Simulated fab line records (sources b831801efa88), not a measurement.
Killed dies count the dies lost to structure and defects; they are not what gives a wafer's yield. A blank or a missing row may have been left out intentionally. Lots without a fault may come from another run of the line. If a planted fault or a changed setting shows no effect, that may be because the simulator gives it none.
fab line records	flow sky130
record lots=13	wafers=39	lastDay=50
route steps=708 shown FIELD_ISO@5 PWDE@54 NWELL@67 VT_ADJUST_LVTN@117
lots that met no fault: from a run of the same line without faults
startH: start of the lot's first displayed wafer, in hours after the record's first day	waitH: hours from the lot's prior step to this one	" unchanged from the row above	L1.1+2: a single row standing in for several wafers	- value missing, or start not given	* or withheld: withheld	< > ~ a bound
route shown NAME@n: NAME is a module with steps in the file, n the number in the route of the first one	usual: mean/standard deviation of fault-free wafers	same: alike in all rows	chamber/n: place in a boat	sites: per-site readings	_std_site: the standard deviation of these	_edge_site: outer sites' mean less inner sites'	radiusMm: for every site, how far away it sits from the centre of the wafer	mask NAME#n: copy n	behind: the most recent tool/chamber to have shaped the wafer	hold: cause of the lot's hold/its duration in hours/its outcome	device: the transistor (n, p or np) that didn't switch	end of line: tests run on the same wafers once the route is complete	a step with no rows: only its recipe	killed: at the first sort, the dies lost to defects and structure; wafer yield is something else	map: per-die view of a wafer (x killed, . not killed, _ where there is no die)
set.NAME: the setting that was run; set.NAME@STEP: the one run at that earlier step	model.NAME: the simulator's own value behind a step, which no gauge read
one table for each step of the route and one row for each wafer, over a sample of lots
services: a tool's chamber out of use, with start hour (startH, from the record's first day; less than 0 if before it), hours out, and reason
## steps
# step SKY_FIELD_ISO_THK_MEAS_04
# recipe reads=Si3N4_of_FIELD_ISO_CVD_03
# usual FIELD_ISO_CVD_03_THK=163.7/1.7
lot.wafer	tool	chamber	startH	waitH	FIELD_ISO_CVD_03_THK[nm]
L731.1	filmMetro-03	-	15.52	0.0	161.3
L731.2	"	-	"	"	161.9
L731.6	"	-	"	"	161.5
L732.2	filmMetro-04	-	21.73	0.0	161.1
L732.4	"	-	"	"	163.1
L732.5	"	-	"	"	162.1
L733.1	filmMetro-03	-	24.04	0.0	161.7
L733.5	"	-	"	"	162.2
L733.6	"	-	"	"	161.7
L735.3	filmMetro-01	-	33.50	0.0	167.7
L735.4	"	-	"	"	166.6
L735.6	"	-	"	"	165.2
L736.2	filmMetro-03	-	39.33	0.0	161.6
L736.3	"	-	"	"	162.8
L736.4	"	-	"	"	159.8
L737.2	filmMetro-03	-	43.70	0.0	165.2
L737.5	"	-	"	"	165.1
L737.6	"	-	"	"	163.9
L739.2	filmMetro-03	-	53.76	0.0	165.0
L739.4	"	-	"	"	163.4
L739.6	"	-	"	"	165.4
L749.1	filmMetro-03	-	103.48	0.0	162.8
L749.3	"	-	"	"	164.4
L749.4	"	-	"	"	162.5
L750.4	filmMetro-03	-	108.51	0.0	166.1
L750.5	"	-	"	"	166.3
L750.6	"	-	"	"	165.7
L751.2	filmMetro-03	-	113.49	0.0	164.8
L751.4	"	-	"	"	166.0
L751.6	"	-	"	"	165.6
L752.3	filmMetro-03	-	120.27	0.0	165.7
L752.4	"	-	"	"	165.0
L752.5	"	-	"	"	165.5
L753.4	filmMetro-03	-	125.09	0.0	165.2
L753.5	"	-	"	"	166.0
L753.6	"	-	"	"	166.4
L754.3	filmMetro-04	-	130.87	0.0	163.7
L754.4	"	-	"	"	165.0
L754.5	"	-	"	"	163.5
# step SKY_PWDE_STRIP_09
# recipe chemistry=O2/N2	powerW=1400	pressureMtorr=1500	platenTempC=withheld	o2FlowSccm=3000	n2FlowSccm=300	overashFraction=0.5
# usual drypumpMotorCurrentA=5.8/0.36	oesProductAu=0.722/0.0045	stripTimeToEndpointS=36.92/0.09
lot.wafer	tool	chamber	startH	waitH	drypumpMotorCurrentA	oesProductAu	rfHoursCounterH	stripTimeToEndpointS
L731.1	plasmaAsher-01	0	68.06	0.1	5.8	0.729	25	37.09
L731.2	"	1	"	"	5.1	0.723	25	36.87
L731.6	"	1	"	"	5.1	0.727	-	36.98
L732.2	plasmaAsher-04	1	75.38	0.1	5.9	0.723	38	37.02
L732.4	"	1	"	"	5.9	0.717	-	36.96
L732.5	"	1	"	"	5.9	0.725	-	37.03
L733.1	plasmaAsher-01	1	77.28	0.1	5.2	0.724	26	37.00
L733.5	"	0	"	"	5.8	0.716	-	36.98
L733.6	"	1	"	"	5.1	0.729	-	37.02
L735.3	plasmaAsher-03	1	91.51	0.1	6.1	0.715	-	36.99
L735.4	"	0	"	"	5.6	0.720	-	37.16
L735.6	"	1	"	"	6.0	0.718	-	37.05
L736.2	plasmaAsher-04	0	95.83	0.1	6.2	0.730	41	36.81
L736.3	"	0	"	"	6.3	0.713	-	36.86
L736.4	"	1	"	"	5.9	0.720	-	36.95
L737.2	plasmaAsher-04	1	99.23	0.1	5.9	0.720	41	36.98
L737.5	"	0	"	"	6.3	0.719	-	36.98
L737.6	"	1	"	"	5.9	0.725	-	36.94
L739.2	plasmaAsher-01	0	115.83	0.1	5.8	0.940	30	-
L739.4	"	0	"	"	5.8	0.944	-	-
L739.6	"	1	"	"	5.1	0.935	-	-
L749.1	plasmaAsher-04	1	166.86	0.1	5.9	0.725	49	36.68
L749.3	"	0	"	"	6.2	0.723	-	36.82
L749.4	"	1	"	"	5.9	0.731	-	36.86
L750.4	plasmaAsher-01	1	173.76	0.1	5.1	0.721	-	36.90
L750.5	"	1	"	"	5.1	0.715	-	37.02
L750.6	"	0	"	"	5.7	0.730	-	36.92
L751.2	plasmaAsher-01	1	179.83	0.1	5.2	0.725	35	36.75
L751.4	"	0	"	"	5.8	0.718	-	36.82
L751.6	"	1	"	"	5.2	0.708	-	36.87
L752.3	plasmaAsher-04	0	186.61	0.1	6.2	0.722	-	37.02
L752.4	"	1	"	"	5.9	0.718	-	36.87
L752.5	"	0	"	"	6.2	0.727	-	36.90
L753.4	plasmaAsher-03	1	189.85	0.1	6.1	0.725	-	36.88
L753.5	"	0	"	"	5.6	0.729	-	36.97
L753.6	"	1	"	"	6.0	0.722	-	36.87
L754.3	plasmaAsher-01	1	199.50	0.1	5.2	0.717	-	36.88
L754.4	"	0	"	"	5.8	0.715	-	36.97
L754.5	"	1	"	"	5.2	0.725	-	36.96
# step SKY_NWELL_STRIP_14
# recipe chemistry=O2/N2	powerW=1400	pressureMtorr=1500	platenTempC=withheld	o2FlowSccm=3000	n2FlowSccm=300	overashFraction=0.5
# usual drypumpMotorCurrentA=5.92/0.28	oesProductAu=0.723/0.0046	stripTimeToEndpointS=36.93/0.095
lot.wafer	tool	chamber	startH	waitH	drypumpMotorCurrentA	oesProductAu	rfHoursCounterH	stripTimeToEndpointS
L731.1	plasmaAsher-04	1	84.73	0.1	5.93	0.722	39	36.85
L731.2	"	0	"	"	6.23	0.725	39	36.95
L731.6	"	1	"	"	5.93	0.727	-	36.92
L732.2	plasmaAsher-04	1	92.28	0.1	5.95	0.727	40	37.02
L732.4	"	1	"	"	5.93	0.722	-	37.03
L732.5	"	0	"	"	6.23	0.721	-	36.98
L733.1	plasmaAsher-03	0	94.38	0.1	5.56	0.725	41	36.80
L733.5	"	1	"	"	6.08	0.724	-	36.88
L733.6	"	0	"	"	5.52	0.719	-	36.75
L735.3	plasmaAsher-04	0	109.61	0.1	6.24	0.728	-	36.96
L735.4	"	1	"	"	5.94	0.713	-	36.95
L735.6	"	1	"	"	5.93	0.728	-	36.91
L736.2	plasmaAsher-04	1	114.68	0.1	5.94	0.729	42	36.83
L736.3	"	1	"	"	5.93	0.715	-	36.80
L736.4	"	0	"	"	6.27	0.716	-	36.68
L737.2	plasmaAsher-04	1	118.18	0.1	5.91	0.722	43	36.89
L737.5	"	0	"	"	6.25	0.719	-	36.83
L737.6	"	1	"	"	5.91	0.723	-	36.87
L739.2	plasmaAsher-03	1	135.88	0.1	6.02	0.734	45	56.17
L739.4	"	0	"	"	5.59	0.730	-	56.17
L739.6	"	0	"	"	5.60	0.728	-	56.42
L749.1	plasmaAsher-02	1	187.83	0.1	6.16	0.722	7	36.85
L749.3	"	1	"	"	6.16	0.717	-	36.97
L749.4	"	0	"	"	5.50	0.720	-	36.95
L750.4	plasmaAsher-02	0	194.86	0.1	5.50	0.727	-	36.86
L750.5	"	1	"	"	6.14	0.726	-	36.93
L750.6	"	0	"	"	5.49	0.722	-	36.99
L751.2	plasmaAsher-03	1	200.88	0.1	6.11	0.721	52	36.95
L751.4	"	1	"	"	6.08	0.721	-	36.94
L751.6	"	0	"	"	5.55	0.731	-	36.95
L752.3	plasmaAsher-02	0	208.41	0.1	5.50	0.725	-	37.11
L752.4	"	1	"	"	6.16	0.718	-	37.08
L752.5	"	0	"	"	5.50	0.720	-	37.11
L753.4	plasmaAsher-03	1	211.96	0.1	6.05	0.728	-	36.88
L753.5	"	0	"	"	5.56	0.724	-	36.90
L753.6	"	1	"	"	6.06	0.717	-	36.82
L754.3	plasmaAsher-03	1	221.86	0.1	6.03	0.724	-	36.96
L754.4	"	0	"	"	5.57	0.734	-	36.94
L754.5	"	0	"	"	5.55	0.718	-	37.01
# step SKY_NWELL_TW_MEAS_15
# usual NWELL_TW=1796/14
lot.wafer	tool	chamber	startH	waitH	NWELL_TW
L731.1	filmMetro-02	-	84.83	0.1	1793
L731.2	"	-	"	"	1792
L731.6	"	-	"	"	1790
L732.2	filmMetro-04	-	92.39	0.1	1805
L732.4	"	-	"	"	1798
L732.5	"	-	"	"	1799
L733.1	filmMetro-04	-	94.48	0.1	1802
L733.5	"	-	"	"	1808
L733.6	"	-	"	"	1807
L735.3	filmMetro-01	-	109.70	0.1	1821
L735.4	"	-	"	"	1810
L735.6	"	-	"	"	1808
L736.2	filmMetro-02	-	114.79	0.1	1793
L736.3	"	-	"	"	1781
L736.4	"	-	"	"	1783
L737.2	filmMetro-02	-	118.29	0.1	1779
L737.5	"	-	"	"	1785
L737.6	"	-	"	"	1790
L739.2	filmMetro-02	-	135.99	0.1	30
L739.4	"	-	"	"	29
L739.6	"	-	"	"	29
L749.1	filmMetro-02	-	187.93	0.1	1772
L749.3	"	-	"	"	1780
L749.4	"	-	"	"	1785
L750.4	filmMetro-04	-	194.96	0.1	1788
L750.5	"	-	"	"	1778
L750.6	"	-	"	"	1795
L751.2	filmMetro-02	-	200.99	0.1	1793
L751.4	"	-	"	"	1792
L751.6	"	-	"	"	1793
L752.3	filmMetro-04	-	208.50	0.1	1800
L752.4	"	-	"	"	1786
L752.5	"	-	"	"	1783
L753.4	filmMetro-01	-	212.06	0.1	1820
L753.5	"	-	"	"	1805
L753.6	"	-	"	"	1818
L754.3	filmMetro-04	-	221.95	0.1	1809
L754.4	"	-	"	"	1804
L754.5	"	-	"	"	1802
# step SKY_NWELL_STRIP_25
# recipe chemistry=O2/N2	powerW=1400	pressureMtorr=1500	platenTempC=withheld	o2FlowSccm=3000	n2FlowSccm=300	overashFraction=0.5
# usual drypumpMotorCurrentA=5.90/0.27	oesProductAu=0.722/0.0046	stripTimeToEndpointS=36.90/0.1
lot.wafer	tool	chamber	startH	waitH	drypumpMotorCurrentA	oesProductAu	rfHoursCounterH	stripTimeToEndpointS
L731.1	plasmaAsher-04	0	102.35	0.1	6.24	0.724	41	37.07
L731.2	"	1	"	"	5.92	0.719	41	36.92
L731.6	"	0	"	"	6.25	0.723	-	36.95
L732.2	plasmaAsher-03	0	110.83	0.1	5.55	0.719	42	36.91
L732.4	"	1	"	"	6.07	0.725	-	36.74
L732.5	"	1	"	"	6.08	0.724	-	36.74
L733.1	plasmaAsher-04	1	112.65	0.1	5.94	0.727	42	36.80
L733.5	"	0	"	"	6.23	0.732	-	36.93
L733.6	"	1	"	"	5.93	0.727	-	36.89
L735.3	plasmaAsher-02	1	127.71	0.1	6.15	0.717	-	36.71
L735.4	"	0	"	"	5.50	0.718	-	36.88
L735.6	"	0	"	"	5.52	0.724	-	36.76
L736.2	plasmaAsher-04	1	133.75	0.1	5.93	0.724	44	36.91
L736.3	"	0	"	"	6.25	0.724	-	36.76
L736.4	"	1	"	"	5.91	0.716	-	36.70
L737.2	plasmaAsher-03	1	136.93	0.1	6.05	0.725	45	36.94
L737.5	"	1	"	"	6.03	0.724	-	36.91
L737.6	"	0	"	"	5.58	0.726	-	36.95
L739.2	plasmaAsher-04	0	155.85	0.1	6.24	0.724	47	36.74
L739.4	"	0	"	"	6.26	0.731	-	36.98
L739.6	"	1	"	"	5.94	0.722	-	36.78
L749.1	plasmaAsher-03	1	209.33	0.1	6.07	0.722	53	36.99
L749.3	"	1	"	"	6.06	0.724	-	37.00
L749.4	"	0	"	"	5.56	0.718	-	36.83
L750.4	plasmaAsher-03	0	216.78	0.1	5.58	0.718	-	36.96
L750.5	"	0	"	"	5.56	0.720	-	36.97
L750.6	"	1	"	"	6.05	0.718	-	36.84
L751.2	plasmaAsher-02	1	223.53	0.1	6.13	0.716	10	36.93
L751.4	"	0	"	"	5.51	0.709	-	36.96
L751.6	"	1	"	"	6.16	0.713	-	36.96
L752.3	plasmaAsher-03	1	230.61	0.1	6.03	0.722	-	36.82
L752.4	"	0	"	"	5.55	0.724	-	36.85
L752.5	"	1	"	"	6.03	0.724	-	36.90
L753.4	plasmaAsher-02	0	234.66	0.1	5.51	0.724	-	36.83
L753.5	"	1	"	"	6.15	0.727	-	36.73
L753.6	"	0	"	"	5.51	0.718	-	36.77
L754.3	plasmaAsher-03	1	244.13	0.1	6.07	0.722	-	36.98
L754.4	"	0	"	"	5.55	0.722	-	36.93
L754.5	"	1	"	"	6.05	0.723	-	36.91
# step SKY_VT_ADJUST_LVTN_STRIP_20
# recipe chemistry=O2/N2	powerW=1400	pressureMtorr=1500	platenTempC=withheld	o2FlowSccm=3000	n2FlowSccm=300	overashFraction=0.5
# usual drypumpMotorCurrentA=5.9/0.35	oesProductAu=0.716/0.0047	stripTimeToEndpointS=14.18/0.031
lot.wafer	tool	chamber	startH	waitH	drypumpMotorCurrentA	oesProductAu	rfHoursCounterH	stripTimeToEndpointS
L731.1	plasmaAsher-01	1	160.58	0.1	5.2	0.717	33	14.16
L731.2	"	0	"	"	5.7	0.711	33	14.19
L731.6	"	0	"	"	5.7	0.716	-	14.22
L732.2	plasmaAsher-04	0	169.91	0.1	6.2	0.722	49	14.18
L732.4	"	0	"	"	6.2	0.726	-	14.19
L732.5	"	1	"	"	5.9	0.720	-	14.13
L733.1	plasmaAsher-02	0	171.98	0.1	5.5	0.715	5	14.15
L733.5	"	0	"	"	5.5	0.716	-	14.23
L733.6	"	1	"	"	6.1	0.720	-	14.15
L735.3	plasmaAsher-01	0	187.93	0.1	5.8	0.717	-	14.15
L735.4	"	1	"	"	5.1	0.720	-	14.16
L735.6	"	0	"	"	5.8	0.722	-	14.18
L736.2	plasmaAsher-04	0	194.83	0.1	6.3	0.715	51	14.15
L736.3	"	1	"	"	5.9	0.713	-	14.15
L736.4	"	0	"	"	6.3	0.716	-	14.18
L737.2	plasmaAsher-04	0	199.80	0.1	6.2	0.719	51	14.13
L737.5	"	1	"	"	5.9	0.710	-	14.16
L737.6	"	0	"	"	6.2	0.721	-	14.19
L739.2	plasmaAsher-04	0	218.88	0.1	6.3	0.715	53	14.17
L739.4	"	1	"	"	6.0	0.713	-	14.17
L739.6	"	1	"	"	5.9	0.710	-	14.17
L749.1	plasmaAsher-04	1	279.83	0.1	5.9	0.717	59	14.19
L749.3	"	1	"	"	5.9	0.711	-	14.24
L749.4	"	0	"	"	6.2	0.711	-	14.23
L750.4	plasmaAsher-02	1	287.25	0.1	6.1	0.715	-	14.23
L750.5	"	0	"	"	5.5	0.724	-	14.21
L750.6	"	1	"	"	6.1	0.713	-	14.22
L751.2	plasmaAsher-02	1	295.71	0.1	6.2	0.718	18	14.12
L751.4	"	0	"	"	5.5	0.716	-	14.10
L751.6	"	0	"	"	5.5	0.715	-	14.20
L752.3	plasmaAsher-04	1	303.51	0.1	5.9	0.714	-	14.22
L752.4	"	0	"	"	6.2	0.713	-	14.17
L752.5	"	0	"	"	6.3	0.709	-	14.14
L753.4	plasmaAsher-04	0	308.93	0.1	6.3	0.714	-	14.16
L753.5	"	0	"	"	6.3	0.708	-	14.16
L753.6	"	1	"	"	5.9	0.718	-	14.18
L754.3	plasmaAsher-01	1	320.33	0.1	5.2	0.699	-	14.20
L754.4	"	0	"	"	5.8	0.720	-	14.22
L754.5	"	0	"	"	5.8	0.722	-	14.27
## services
tool	chamber	startH	hours	kind
plasmaAsher-02	-	108.75	9.0	pm
plasmaAsher-02	0	108.75	9.0	ventCycle
plasmaAsher-02	1	108.75	9.0	ventCycle
plasmaAsher-02	0	117.75	-	clean
plasmaAsher-02	1	117.75	-	clean
plasmaAsher-03	-	122.20	0.8	repair
plasmaAsher-01	-	133.71	17.2	pm
plasmaAsher-02	-	158.44	6.1	repair
plasmaAsher-02	-	159.31	2.5	repair
plasmaAsher-04	-	186.73	5.8	repair
plasmaAsher-02	-	203.66	2.8	pm
plasmaAsher-01	-	267.82	7.5	repair
plasmaAsher-04	-	282.53	11.8	repair
plasmaAsher-02	-	299.74	11.8	repair
## key
firstSign step=SKY_PWDE_STRIP_09	reading=oesProductAu	direction=up	sigmas=48	usual=0.722	struck=0.940
effect step=SKY_NWELL_STRIP_14	reading=stripTimeToEndpointS	direction=up	sigmas=99+	usual=*	struck=*
effect step=SKY_NWELL_TW_MEAS_15	reading=NWELL_TW	direction=down	sigmas=99+	usual=1796	struck=29
metAt SKY_PWDE_STRIP_09
struckLots L739
sortLeftOut L739.2,L739.4,L739.6
testerLeftOut L739
notActingAt SKY_FIELD_ISO_THK_MEAS_04,SKY_NWELL_STRIP_25,SKY_VT_ADJUST_LVTN_STRIP_20
onsetBetween 77.28 115.83
fault kind=stripAborted	tool=plasmaAsher-01	chamber=-	onsetH=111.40	steps=SKY_PWDE_STRIP_09	offset=0.68379	endH=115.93
# testerLeftOut: of these lots the tester's yield and bins aren't shown, on N5 and GAA mostly nor the transistor test; their killed dies are dies lost to structure and defects alone, not to doping, threshold or leakage, so they don't give the yield
# sortLeftOut: the simulated sort isn't trusted on such a fault, so these wafers' sort isn't shown, and their yield isn't known
